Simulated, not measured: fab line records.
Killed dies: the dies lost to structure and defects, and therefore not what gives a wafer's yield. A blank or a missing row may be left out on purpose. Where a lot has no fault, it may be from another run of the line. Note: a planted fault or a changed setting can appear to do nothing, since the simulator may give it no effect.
fab line records | flow sky130
[record] lots = 6 | wafers = 18 | last-day = 50
route steps=708 shown CONTACT@418 METAL1@434 PAD_OPEN@708
lots that met no fault: taken from a fault-free run of the same line
start-h: the number of hours between the record's first day and the start of the first shown wafer of the lot | wait-h: hours since the lot's step before | " same as the row above | L1.1+2: a single row standing in for several wafers | - no value, or no start given | * or withheld: withheld | < > ~ a bound
route shown NAME@n: NAME is a module with steps in the file, n the number in the route of the first one | usual: mean/standard deviation of fault-free wafers | same: alike in all rows | chamber/n: place in a boat | sites: readings site by site | _std_site: standard deviation of those values | _edge_site: mean of outer sites minus mean of inner sites | radius-mm: for every site, how far away it sits from the centre of the wafer | mask NAME#n: copy n | behind: the most recent tool/chamber to have shaped the wafer | hold: why the lot was held/for how many hours/how that ended | device: whichever transistor did not switch (one of n, p or np) | end of line: the tests these same wafers got at the end of their route | step lacking rows: just its recipe | killed: dies that structure and defects cost at the first sort, which is not the same as the wafer's yield | map: a wafer's dies, marking killed ones x, the rest . and places with no die _
set.NAME: the setting as run; set.NAME@STEP: as run at that earlier step | model.NAME: the simulator's own value behind a step, which no gauge read
lots seen at some steps along the route; tables by step, rows by wafer
services: from which hour (start-h, from the record's first day; less than 0 if before it) a tool's chamber was out of use, for how many hours, and why
[[steps]]
[step SKY_CONTACT_PEB_12]
[recipe] peb-temp-c = withheld | peb-time-s = withheld | resist = KrF-thick
[step SKY_CONTACT_DEVELOP_13]
[recipe] develop-time-s = 60 | resist = KrF-thick | dev-temp-c = 21
[step SKY_CONTACT_CD_MEAS_14]
[recipe] target-cd-nm = 170
[usual] cd-nm = 170.0/1.3
lot.wafer | tool      | chamber | start-h | wait-h | cd-nm
L385.1    | cd-sem-02 | -       | 777.97  | -      | 169.7
L385.3    | "         | -       | "       | "      | 168.8
L385.6    | "         | -       | "       | "      | 168.8
L392.1    | cd-sem-02 | -       | 804.68  | -      | 169.6
L392.2    | "         | -       | "       | "      | 169.7
L392.5    | "         | -       | "       | "      | 168.5
L393.3    | cd-sem-01 | -       | 816.16  | -      | 168.4
L393.4    | "         | -       | "       | "      | 168.0
L393.6    | "         | -       | "       | "      | 170.2
L400.1    | cd-sem-01 | -       | 873.73  | -      | 171.0
L400.2    | "         | -       | "       | "      | 171.1
L400.4    | "         | -       | "       | "      | 170.6
L401.1    | cd-sem-01 | -       | 875.37  | -      | 170.2
L401.4    | "         | -       | "       | "      | 170.9
L401.5    | "         | -       | "       | "      | 172.1
L405.2    | cd-sem-01 | -       | 904.21  | -      | 172.4
L405.3    | "         | -       | "       | "      | 171.3
L405.4    | "         | -       | "       | "      | 171.9
[step SKY_CONTACT_OVL_MEAS_15]
[usual] CONTACT_OVL = -2/5.2
lot.wafer | tool       | chamber | start-h | wait-h | CONTACT_OVL[nm]
L385.1    | overlay-02 | -       | 778.09  | 0.1    | -9
L385.3    | "          | -       | "       | "      | -2
L385.6    | "          | -       | "       | "      | -7
L392.1    | overlay-02 | -       | 804.80  | 0.1    | 1
L392.2    | "          | -       | "       | "      | 2
L392.5    | "          | -       | "       | "      | -1
L393.3    | overlay-01 | -       | 816.25  | 0.1    | 2
L393.4    | "          | -       | "       | "      | -5
L393.6    | "          | -       | "       | "      | -4
L400.1    | overlay-02 | -       | 873.85  | 0.1    | -6
L400.2    | "          | -       | "       | "      | -3
L400.4    | "          | -       | "       | "      | -2
L401.1    | overlay-02 | -       | 875.49  | 0.1    | -5
L401.4    | "          | -       | "       | "      | -6
L401.5    | "          | -       | "       | "      | -2
L405.2    | overlay-02 | -       | 904.31  | 0.1    | 1
L405.3    | "          | -       | "       | "      | 9
L405.4    | "          | -       | "       | "      | -1
[step SKY_CONTACT_ETCH_16]
[recipe] chemistry = N2/H2 | target = BARC | ion-energy-ev = 200 | source-w = 500 | bias-w = 100 | pressure-mtorr = 30 | n2-flow-sccm = 100 | h2-flow-sccm = 200 | stop-on = SiO2 | time-s = 45.9 | target-depth-a = 600
[usual] drypump-motor-current-A = 5.9/0.32 | oes-product-au = 0.854/0.0048 | rf-fwd-power-W = 494.3/2.8 | throttle-valve-pct = 13.224/0.0087
lot.wafer | tool        | chamber | start-h | wait-h | drypump-motor-current-A | oes-product-au | rf-fwd-power-W | rf-hours-counter-h | throttle-valve-pct
L385.1    | rie-diel-02 | 2       | 778.12  | 0.0    | 5.7                     | 0.856          | 496.6          | 13                 | 13.234
L385.3    | "           | 1       | "       | "      | 5.7                     | 0.857          | 489.6          | 4                  | 13.225
L385.6    | "           | 0       | "       | "      | 6.2                     | 0.847          | 497.3          | -                  | 13.227
L392.1    | rie-diel-02 | 2       | 804.84  | 0.0    | 5.8                     | 0.850          | 496.2          | 15                 | 13.229
L392.2    | "           | 1       | "       | "      | 5.7                     | 0.852          | 489.4          | 5                  | 13.202
L392.5    | "           | 3       | "       | "      | 5.5                     | 0.855          | 495.1          | -                  | 13.230
L393.3    | rie-diel-01 | 1       | 816.27  | 0.0    | 6.0                     | 0.850          | 494.3          | 12                 | 13.215
L393.4    | "           | 2       | "       | "      | 6.4                     | 0.850          | 493.4          | 6                  | 13.241
L393.6    | "           | 2       | "       | "      | 6.4                     | 0.861          | 494.0          | -                  | 13.218
L400.1    | rie-diel-04 | 1       | 873.89  | 0.0    | 6.1                     | 0.852          | 497.7          | 2                  | 13.218
L400.2    | "           | 2       | "       | "      | 6.2                     | 0.847          | 494.6          | 12                 | 13.229
L400.4    | "           | 3       | "       | "      | 5.4                     | 0.865          | 494.6          | 11                 | 13.217
L401.1    | rie-diel-04 | 3       | 875.52  | 0.0    | 5.5                     | 0.847          | 495.8          | 11                 | 13.237
L401.4    | "           | 0       | "       | "      | 6.1                     | 0.862          | 495.4          | 8                  | 13.217
L401.5    | "           | 1       | "       | "      | 6.2                     | 0.849          | 495.2          | -                  | 13.225
L405.2    | rie-diel-02 | 1       | 904.34  | 0.0    | 5.7                     | 0.857          | 490.0          | 9                  | 13.224
L405.3    | "           | 0       | "       | "      | 6.2                     | 0.861          | 494.5          | -                  | 13.228
L405.4    | "           | 1       | "       | "      | 5.7                     | 0.864          | 490.1          | -                  | 13.225
[step SKY_CONTACT_ETCH_17]
[recipe] target = SiO2 | chemistry = C4F8/O2/Ar | stop-on = Si3N4 | mask-material = KrF-thick | source-w = 1500 | bias-w = 1200 | pressure-mtorr = 40 | c4f8-flow-sccm = withheld | O2_flow_sccm = 6 | Ar_flow_sccm = 300 | time-s = withheld | target-depth-a = 3400
[usual] oes-product-au = 0.892/0.0049 | rf-fwd-power-W = 1486/7.3
lot.wafer | tool        | chamber | start-h | wait-h | oes-product-au | rf-fwd-power-W
L385.1    | rie-diel-02 | 2       | 778.16  | 0.0    | 0.882          | 1491
L385.3    | "           | 1       | "       | "      | 0.893          | 1478
L385.6    | "           | 0       | "       | "      | 0.897          | 1484
L392.1    | rie-diel-02 | 2       | 804.88  | 0.0    | 0.904          | 1494
L392.2    | "           | 1       | "       | "      | 0.888          | 1472
L392.5    | "           | 3       | "       | "      | 0.890          | 1488
L393.3    | rie-diel-01 | 1       | 816.32  | 0.0    | 0.893          | 1488
L393.4    | "           | 2       | "       | "      | 0.889          | 1480
L393.6    | "           | 2       | "       | "      | 0.897          | 1486
L400.1    | rie-diel-04 | 1       | 873.93  | 0.0    | 0.887          | 1492
L400.2    | "           | 2       | "       | "      | 0.882          | 1480
L400.4    | "           | 3       | "       | "      | 0.888          | 1483
L401.1    | rie-diel-04 | 3       | 875.56  | 0.0    | 0.891          | 1483
L401.4    | "           | 0       | "       | "      | 0.891          | 1488
L401.5    | "           | 1       | "       | "      | 0.887          | 1483
L405.2    | rie-diel-02 | 1       | 904.41  | 0.0    | 0.892          | 1476
L405.3    | "           | 0       | "       | "      | 0.895          | 1487
L405.4    | "           | 1       | "       | "      | 0.896          | 1479
[step SKY_CONTACT_ETCH_18]
[recipe] target = Si3N4 | chemistry = CHF3/O2 | stop-on = TiN | source-w = 600 | bias-w = 200 | pressure-mtorr = 40 | chf3-flow-sccm = 50 | O2_flow_sccm = 5 | time-s = 39 | target-depth-a = 750
[step SKY_CONTACT_STRIP_19]
[recipe] chemistry = O2/N2 | power-w = 1400 | pressure-mtorr = 1500 | platen-temp-c = withheld | o2-flow-sccm = 3000 | n2-flow-sccm = 300 | overash-fraction = 0.5
[usual] drypump-motor-current-A = 5.7/0.33 | oes-product-au = 0.380/0.0044 | strip-time-to-endpoint-s = 3.604/0.024
lot.wafer | tool            | chamber | start-h | wait-h | drypump-motor-current-A | oes-product-au | rf-hours-counter-h | strip-time-to-endpoint-s
L385.1    | plasma-asher-02 | 0       | 778.25  | -      | 5.6                     | 0.372          | 62                 | 3.589
L385.3    | "               | 0       | "       | "      | 5.5                     | 0.376          | -                  | 3.587
L385.6    | "               | 1       | "       | "      | 5.9                     | 0.377          | -                  | 3.554
L392.1    | plasma-asher-04 | 1       | 804.97  | -      | 6.2                     | 0.380          | 6                  | 3.598
L392.2    | "               | 0       | "       | "      | 5.9                     | 0.369          | 6                  | 3.580
L392.5    | "               | 1       | "       | "      | 6.2                     | 0.381          | -                  | 3.622
L393.3    | plasma-asher-01 | 0       | 816.44  | -      | 5.7                     | 0.382          | -                  | 3.573
L393.4    | "               | 1       | "       | "      | 5.1                     | 0.381          | -                  | 3.596
L393.6    | "               | 0       | "       | "      | 5.7                     | 0.378          | -                  | 3.598
L400.1    | plasma-asher-01 | 1       | 874.02  | -      | 5.1                     | 0.376          | 112                | 3.623
L400.2    | "               | 0       | "       | "      | 5.7                     | 0.380          | 112                | 3.615
L400.4    | "               | 1       | "       | "      | 5.1                     | 0.384          | -                  | 3.632
L401.1    | plasma-asher-04 | 0       | 875.65  | -      | 5.8                     | 0.380          | 13                 | 3.621
L401.4    | "               | 1       | "       | "      | 6.1                     | 0.382          | -                  | 3.663
L401.5    | "               | 1       | "       | "      | 6.2                     | 0.381          | -                  | 3.660
L405.2    | plasma-asher-04 | 1       | 904.54  | -      | 6.2                     | 0.378          | 16                 | 3.617
L405.3    | "               | 0       | "       | "      | 5.8                     | 0.377          | -                  | 3.622
L405.4    | "               | 1       | "       | "      | 6.2                     | 0.392          | -                  | 3.637
[step SKY_CONTACT_STRIP_20]
[recipe] chemistry = post-etch-residue-remover | time-s = 1200 | temp-c = 72.5
[step SKY_CONTACT_CLEAN_21]
[recipe] chemistry = IPA | time-s = 180 | temp-c = 25
[step SKY_CONTACT_CLEAN_22]
[recipe] chemistry = O3/DIW | dry = n2-spin
[step SKY_CONTACT_SPUTTER_23]
[recipe] material = TiN | target-thk-nm = 20 | chamber-pressure-pa = 5 | power-w = 4000 | time-s = 80
[usual] throttle-valve-pct = 30.2/1.2
lot.wafer | tool           | chamber | start-h | wait-h | throttle-valve-pct
L385.1    | pvd-sputter-02 | -       | 778.84  | 0.0    | 29.2
L385.3    | "              | -       | "       | "      | 31.7
L385.6    | "              | -       | "       | "      | 29.3
L392.1    | pvd-sputter-04 | -       | 805.56  | 0.0    | 29.1
L392.2    | "              | -       | "       | "      | 31.1
L392.5    | "              | -       | "       | "      | 29.0
L393.3    | pvd-sputter-02 | -       | 817.03  | 0.0    | 29.4
L393.4    | "              | -       | "       | "      | 31.7
L393.6    | "              | -       | "       | "      | 28.1
L400.1    | pvd-sputter-02 | -       | 874.62  | 0.0    | 29.4
L400.2    | "              | -       | "       | "      | 29.3
L400.4    | "              | -       | "       | "      | 28.2
L401.1    | pvd-sputter-02 | -       | 876.26  | 0.0    | 28.9
L401.4    | "              | -       | "       | "      | 29.3
L401.5    | "              | -       | "       | "      | 29.4
L405.2    | pvd-sputter-03 | -       | 905.14  | 0.0    | 31.7
L405.3    | "              | -       | "       | "      | 31.3
L405.4    | "              | -       | "       | "      | 30.5
[step SKY_CONTACT_CVD_24]
[recipe] material = W | target-thk-nm = 340 | time-s = 102.12 | temp-c = 400 | pressure-torr = 40
[usual] heater-power-w = 931/110
lot.wafer | tool     | chamber | start-h | wait-h | heater-power-w | model.W_of_CONTACT_CVD_24.thk-nm
L385.1    | cvd-w-01 | 1       | 778.91  | 0.0    | 832            | 336.8
L385.3    | "        | 0       | "       | "      | 824            | 351.6
L385.6    | "        | 0       | "       | "      | 843            | 348.8
L392.1    | cvd-w-02 | 1       | 805.62  | 0.0    | 886            | 179.2
L392.2    | "        | 0       | "       | "      | 1084           | 172.6
L392.5    | "        | 0       | "       | "      | 1102           | 174.5
L393.3    | cvd-w-02 | 1       | 817.13  | 0.1    | 898            | 176.5
L393.4    | "        | 0       | "       | "      | 1106           | 169.1
L393.6    | "        | 0       | "       | "      | 1112           | 167.1
L400.1    | cvd-w-01 | 0       | 874.68  | 0.0    | 824            | 345.2
L400.2    | "        | 1       | "       | "      | 876            | 354.3
L400.4    | "        | 0       | "       | "      | 843            | 347.7
L401.1    | cvd-w-01 | 1       | 876.32  | 0.0    | 838            | 357.1
L401.4    | "        | 1       | "       | "      | 865            | 356.3
L401.5    | "        | 1       | "       | "      | 842            | 353.3
L405.2    | cvd-w-02 | 1       | 905.27  | 0.1    | 919            | 344.8
L405.3    | "        | 0       | "       | "      | 1122           | 337
L405.4    | "        | 1       | "       | "      | 904            | 345.4
[step SKY_CONTACT_RS_MEAS_25]
[recipe] thk-meas-gauge = four-point-probe | reads = W_of_CONTACT_CVD_24+TiN_of_CONTACT_SPUTTER_23
[usual] CONTACT_W_RS = 0.334/0.0054
lot.wafer | tool          | chamber | start-h | wait-h | CONTACT_W_RS[ohm/sq]
L385.1    | film-metro-02 | -       | 779.02  | 0.1    | 0.340
L385.3    | "             | -       | "       | "      | 0.326
L385.6    | "             | -       | "       | "      | 0.329
L392.1    | film-metro-04 | -       | 805.73  | 0.1    | 0.646
L392.2    | "             | -       | "       | "      | 0.673
L392.5    | "             | -       | "       | "      | 0.666
L393.3    | film-metro-02 | -       | 817.24  | 0.1    | 0.658
L393.4    | "             | -       | "       | "      | 0.687
L393.6    | "             | -       | "       | "      | 0.694
L400.1    | film-metro-02 | -       | 874.79  | 0.1    | 0.332
L400.2    | "             | -       | "       | "      | 0.324
L400.4    | "             | -       | "       | "      | 0.331
L401.1    | film-metro-03 | -       | 876.43  | 0.1    | 0.322
L401.4    | "             | -       | "       | "      | 0.322
L401.5    | "             | -       | "       | "      | 0.325
L405.2    | film-metro-03 | -       | 905.40  | 0.1    | 0.333
L405.3    | "             | -       | "       | "      | 0.341
L405.4    | "             | -       | "       | "      | 0.333
[step SKY_CONTACT_THK_MEAS_26]
[recipe] thk-meas-gauge = xrf | reads = W_of_CONTACT_CVD_24
[usual] CONTACT_W_THK = 345/6.3
lot.wafer | tool          | chamber | start-h | wait-h | CONTACT_W_THK[nm]
L385.1    | film-metro-02 | -       | 779.14  | 0.1    | 337
L385.3    | "             | -       | "       | "      | 353
L385.6    | "             | -       | "       | "      | 348
L392.1    | film-metro-04 | -       | 805.85  | 0.1    | 178
L392.2    | "             | -       | "       | "      | 172
L392.5    | "             | -       | "       | "      | 175
L393.3    | film-metro-02 | -       | 817.34  | 0.1    | 177
L393.4    | "             | -       | "       | "      | 169
L393.6    | "             | -       | "       | "      | 168
L400.1    | film-metro-02 | -       | 874.91  | 0.1    | 348
L400.2    | "             | -       | "       | "      | 356
L400.4    | "             | -       | "       | "      | 349
L401.1    | film-metro-03 | -       | 876.55  | 0.1    | 356
L401.4    | "             | -       | "       | "      | 355
L401.5    | "             | -       | "       | "      | 350
L405.2    | film-metro-03 | -       | 905.51  | 0.1    | 347
L405.3    | "             | -       | "       | "      | 337
L405.4    | "             | -       | "       | "      | 349
[step SKY_CONTACT_CMP_27]
[recipe] stop-on = SiO2 | t-overpolish-s = 15 | down-force-psi = 3.5 | platen-rpm = 60 | target-thk-nm = 0 | pad-velocity-m-s = 0.94248
[usual] motor-current-A = 11.1/0.82 | platen-rpm = 60.00/0.036 | time-to-endpoint-s = 82.4/2.6
lot.wafer | tool   | chamber | start-h | wait-h | motor-current-A | platen-rpm | time-to-endpoint-s
L385.1    | cmp-01 | 2       | 779.25  | 0.1    | 11.0            | 59.98      | 77.6
L385.3    | "      | 0       | "       | "      | 10.3            | 60.05      | 86.3
L385.6    | "      | 1       | "       | "      | 12.9            | 60.02      | 83.7
L392.1    | cmp-02 | 0       | 806.01  | 0.1    | 11.6            | 60.03      | 46.6
L392.2    | "      | 1       | "       | "      | 11.4            | 59.95      | 43.0
L392.5    | "      | 2       | "       | "      | 10.2            | 60.05      | 45.7
L393.3    | cmp-02 | 2       | 817.38  | 0.0    | 9.7             | 59.97      | 39.8
L393.4    | "      | 3       | "       | "      | 11.0            | 59.94      | 36.1
L393.6    | "      | 3       | "       | "      | 10.7            | 59.98      | 38.6
L400.4    | cmp-02 | 2       | 874.97  | 0.0    | 9.9             | 60.02      | 83.0
L400.1    | "      | 0       | "       | "      | 11.8            | 59.99      | 77.0
L400.2    | "      | 1       | "       | "      | 11.4            | 59.99      | 84.8
L401.4    | cmp-02 | 1       | 876.71  | 0.1    | 10.9            | 60.03      | 82.9
L401.1    | "      | 2       | "       | "      | 10.1            | 59.98      | 82.8
L401.5    | "      | 3       | "       | "      | 10.3            | 59.97      | 82.8
L405.3    | cmp-02 | 0       | 905.63  | 0.1    | 11.7            | 60.04      | 77.1
L405.2    | "      | 1       | "       | "      | 11.5            | 60.02      | 79.2
L405.4    | "      | 2       | "       | "      | 10.3            | 59.99      | 79.3
[step SKY_METAL1_SPUTTER_00]
[recipe] material = Ti | target-thk-nm = 15 | power-w = 3000 | time-s = 10 | chamber-pressure-pa = 0.4
[usual] throttle-valve-pct = 30.2/1.2
lot.wafer | tool           | chamber | start-h | wait-h | throttle-valve-pct
L385.1    | pvd-sputter-02 | -       | 779.50  | 0.2    | 29.3
L385.3    | "              | -       | "       | "      | 29.1
L385.6    | "              | -       | "       | "      | 29.5
L392.1    | pvd-sputter-01 | -       | 806.21  | 0.1    | 30.5
L392.2    | "              | -       | "       | "      | 30.2
L392.5    | "              | -       | "       | "      | 30.1
L393.3    | pvd-sputter-03 | -       | 817.68  | 0.2    | 30.6
L393.4    | "              | -       | "       | "      | 31.4
L393.6    | "              | -       | "       | "      | 31.3
L400.1    | pvd-sputter-01 | -       | 875.27  | 0.1    | 30.5
L400.2    | "              | -       | "       | "      | 30.3
L400.4    | "              | -       | "       | "      | 30.1
L401.1    | pvd-sputter-01 | -       | 876.91  | 0.1    | 27.9
L401.4    | "              | -       | "       | "      | 30.2
L401.5    | "              | -       | "       | "      | 30.6
L405.2    | pvd-sputter-03 | -       | 905.88  | 0.1    | 31.4
L405.3    | "              | -       | "       | "      | 30.6
L405.4    | "              | -       | "       | "      | 31.9
[step SKY_PAD_OPEN_PROBE_99]
[usual] killed_at_M0_to_M3 = 44/7.3 | killed_at_M4_up = 3.4/1.7 | killed-at-contacts = 24/5.3 | killed-at-front-end = 15/4.1 | killed-at-other = 0.4/0.68 | killed-dies = 87/9.5 | killed-open = 48/7.1 | killed-short = 39/5.8
[same] gross-dies = 492 | killed-at-back-side = 0
lot.wafer | tool      | chamber | start-h | wait-h | killed_at_M0_to_M3 | killed_at_M4_up | killed-at-contacts | killed-at-front-end | killed-at-other | killed-dies | killed-open | killed-short
L400.1    | prober-02 | -       | 1175.84 | 0.1    | 47                 | 5               | 22                 | 11                  | 0               | 85          | 45          | 40
L400.2    | prober-02 | -       | 1175.89 | 0.1    | 51                 | 8               | 16                 | 17                  | 1               | 93          | 41          | 51
L400.4    | prober-02 | -       | 1175.99 | 0.2    | 42                 | 2               | 26                 | 14                  | 3               | 87          | 54          | 32
// killed by level:class
L400.1 VIA2:geometric-particle:open=12 LI_CONTACT:geometric-particle:open=8 CONTACT:geometric-particle:open=6 VIA1:geometric-particle:open=6 METAL2:geometric-particle:short=5 VIA2:geometric-particle:short=5 FIELD_ISO:geometric-particle:short=4 POLY_GATE:geometric-particle:short=4
L400.2 METAL2:geometric-particle:short=13 VIA3:geometric-particle:open=7 VIA1:geometric-particle:open=7 METAL4:geometric-particle:short=7 FIELD_ISO:geometric-particle:short=6 LI_CONTACT:geometric-particle:open=6 FIELD_ISO:geometric-particle:open=5 METAL1:geometric-particle:short=5
L400.4 VIA1:geometric-particle:open=18 LI_CONTACT:geometric-particle:open=11 CONTACT:geometric-particle:open=7 FIELD_ISO:geometric-particle:open=5 CONTACT:geometric-particle:short=5 VIA1:geometric-particle:short=5 VIA2:geometric-particle:open=5 FIELD_ISO:geometric-particle:short=4
[[services]]
tool            | chamber | start-h | hours | kind
plasma-asher-04 | -       | 755.77  | 4.2   | repair
rie-diel-04     | 1       | 769.57  | 3.0   | repair
rie-diel-02     | 3       | 773.44  | -     | clean
rie-diel-02     | 3       | 773.44  | 17.1  | scheduled-down
rie-diel-02     | 3       | 773.44  | 17.1  | vent-cycle
rie-diel-04     | -       | 774.87  | 42.9  | repair
rie-diel-04     | -       | 779.93  | 0.6   | repair
cmp-01          | -       | 797.76  | 6.6   | pm
rie-diel-01     | -       | 803.45  | 8.2   | repair
pvd-sputter-04  | -       | 813.47  | 4.0   | repair
pvd-sputter-03  | -       | 820.28  | 5.5   | repair
cmp-02          | -       | 821.63  | 5.8   | pm
plasma-asher-02 | -       | 846.21  | 5.5   | repair
plasma-asher-04 | -       | 847.00  | 1.6   | repair
rie-diel-02     | 3       | 847.18  | 13.4  | repair
plasma-asher-01 | -       | 854.31  | 2.8   | repair
cvd-w-02        | -       | 861.96  | 0.3   | repair
cmp-01          | -       | 883.55  | 3.3   | repair
cmp-02          | -       | 884.73  | 3.4   | repair
cmp-01          | -       | 889.07  | 6.7   | repair
cmp-02          | -       | 889.42  | 0.8   | repair
rie-diel-02     | 2       | 899.55  | 14.0  | repair
rie-diel-02     | 3       | 902.73  | 4.0   | repair
cvd-w-01        | -       | 904.00  | 14.0  | pm
[[key]]
[first-sign] step = SKY_CONTACT_RS_MEAS_25 | reading = CONTACT_W_RS | direction = up | sigmas = 62 | usual = 0.334 | struck = 0.671
[effect] step = SKY_CONTACT_THK_MEAS_26 | reading = CONTACT_W_THK | direction = down | sigmas = 27 | usual = 345 | struck = 173
[effect] step = SKY_CONTACT_CMP_27 | reading = time-to-endpoint-s | direction = down | sigmas = 16 | usual = * | struck = *
[model-effect] step = SKY_CONTACT_CVD_24 | value = W_of_CONTACT_CVD_24.thk-nm | without = 342.2 | struck = 173.2
met-at SKY_CONTACT_CVD_24
struck-wafers L392.1,L392.2,L392.5,L393.3,L393.4,L393.6
tester-left-out L392,L393
[fault] kind = process-parameter-drift | tool = cvd-w-02 | chamber = - | onset-h = 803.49 | steps = SKY_CONTACT_CVD_24 | channel = target-thk-nm | offset = -168.78 | shape = step | end-h = 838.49 | acts-in = these-recipes-only | stated = 340
// tester-left-out: of these lots the tester's yield and bins aren't shown, on N5 and GAA mostly nor the transistor test; their killed dies are dies lost to structure and defects alone, not to doping, threshold or leakage, so they don't give the yield
